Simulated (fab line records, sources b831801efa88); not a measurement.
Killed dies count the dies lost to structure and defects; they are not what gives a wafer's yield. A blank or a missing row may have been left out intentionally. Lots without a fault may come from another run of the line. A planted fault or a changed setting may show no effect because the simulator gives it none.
One fault seen from 2 desks + flow gf180mcu + only its own numbers are on each desk; what lay behind them is given at the end

## AT THE METROLOGY DESK
Means of the sampled wafers that have a number, per lot and without regard to the tool the lot ran on: this is what the gauges read. Any lot whose mean is over 4 standard deviations away from the usual mean is out of limits and marked OUT; that distance is given in the brackets.
Columns: A = VT_IMPLANT_3_TW at GF_VT_IMPLANT_TW_MEAS_32, usual 270.3; B = HV_LDD_RS at GF_HV_LDD_RS_MEAS_53, usual 418.7 ohm/sq; C = cd nm at GF_NSD_CD_MEAS_07, usual 400 nm; D = PSD_OVL at GF_PSD_OVL_MEAS_08, usual 1.0 nm
| lot  | first seen here | A     | B                | C   | D    |
|------|-----------------|-------|------------------|-----|------|
| L474 | day 6 20:20     | 273.6 | 419.4            | 401 | 1.8  |
| L475 | day 7 00:56     | 269.8 | 420.1            | 403 | -0.7 |
| L476 | day 7 09:17     | 273.2 | 419.3            | 397 | 0.2  |
| L478 | day 8 00:01     | 270.0 | 418.9            | 399 | -0.5 |
| L479 | day 8 05:55     | 273.8 | 418.2            | 400 | 1.2  |
| L480 | day 8 12:52     | 270.2 | 418.5            | 397 | 1.6  |
| L487 | day 10 15:04    | 269.4 | 416.0            | 400 | 1.2  |
| L488 | day 10 22:37    | 266.4 | 415.0 (-4.0) OUT | 396 | 0.7  |
| L489 | day 11 05:56    | 272.2 | 413.7 (-5.3) OUT | 400 | 1.5  |
| L491 | day 11 12:56    | 270.7 | 420.1            | 398 | 0.9  |
| L492 | day 11 19:32    | 272.5 | 418.9            | 396 | 2.0  |
| L493 | day 11 23:49    | 271.7 | 419.3            | 402 | 0.4  |
| L494 | day 12 14:46    | 270.0 | 418.3            | 408 | 2.3  |
| L495 | day 12 16:01    | 271.1 | 418.3            | 395 | -1.3 |
| L497 | day 13 05:11    | 273.9 | 418.3            | 399 | 1.1  |
This desk's finding: out of limits on L488, L489; first on L488, day 17 07:37 (HV_LDD_RS at GF_HV_LDD_RS_MEAS_53). Within limits: L474, L475, L476, L478, L479, L480, L487, L491, L492, L493, L494, L495, L497.

## THE TOOL OWNER'S DESK: rtp anneal-02
At GF_HV_LDD_RTA_52 (time 10 s), the tool's own readings, given per lot that ran on this tool as the mean of the sampled wafers with a number. Any lot whose mean is over 4 standard deviations away from the usual mean is out of limits and marked OUT; that distance is given in the brackets.
Columns: A = lamp power pct at GF_HV_LDD_RTA_52, usual 31.7 %; B = wafer_temp_C_max at GF_HV_LDD_RTA_52, usual 1004.9
| lot  | first seen here | A               | B               |
|------|-----------------|-----------------|-----------------|
| L474 | day 12 03:53    | 29.5            | 1003.1          |
| L476 | day 12 22:02    | 29.5            | 1003.1          |
| L478 | day 13 15:05    | 29.5            | 1002.7          |
| L487 | day 17 00:23    | 21.5 (-6.0) OUT | 880.8 (-65) OUT |
| L488 | day 17 07:33    | 21.5 (-6.0) OUT | 881.7 (-65) OUT |
| L489 | day 17 20:57    | 21.5 (-6.0) OUT | 881.0 (-65) OUT |
This desk finds L487, L488, L489 out of limits, L487 being first, at day 17 00:23 (lamp power pct at GF_HV_LDD_RTA_52). Within limits: L474, L476, L478.

## ALL TOGETHER
On L487, L488, L489, at day 17 00:23, an alarm was possible from the tool owner's desk.
Metrology desk: alarm possible at day 17 07:37 on L488, L489.
The metrology desk holds a record of L487, inside its limits.
Every lot named ran GF_HV_LDD_RTA_52 on rtp anneal-02.

## WHAT HAD BEEN PUT IN BY THE SIMULATOR
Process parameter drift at GF_HV_LDD_RTA_52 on rtp anneal-02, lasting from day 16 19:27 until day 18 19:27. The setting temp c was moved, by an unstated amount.
Shown lots that were struck: L487, L488, L489.
Delay (hours) between the fault's onset and each desk's first out-of-limits reading: 5 at the tool owner's desk, 12 at the metrology desk.
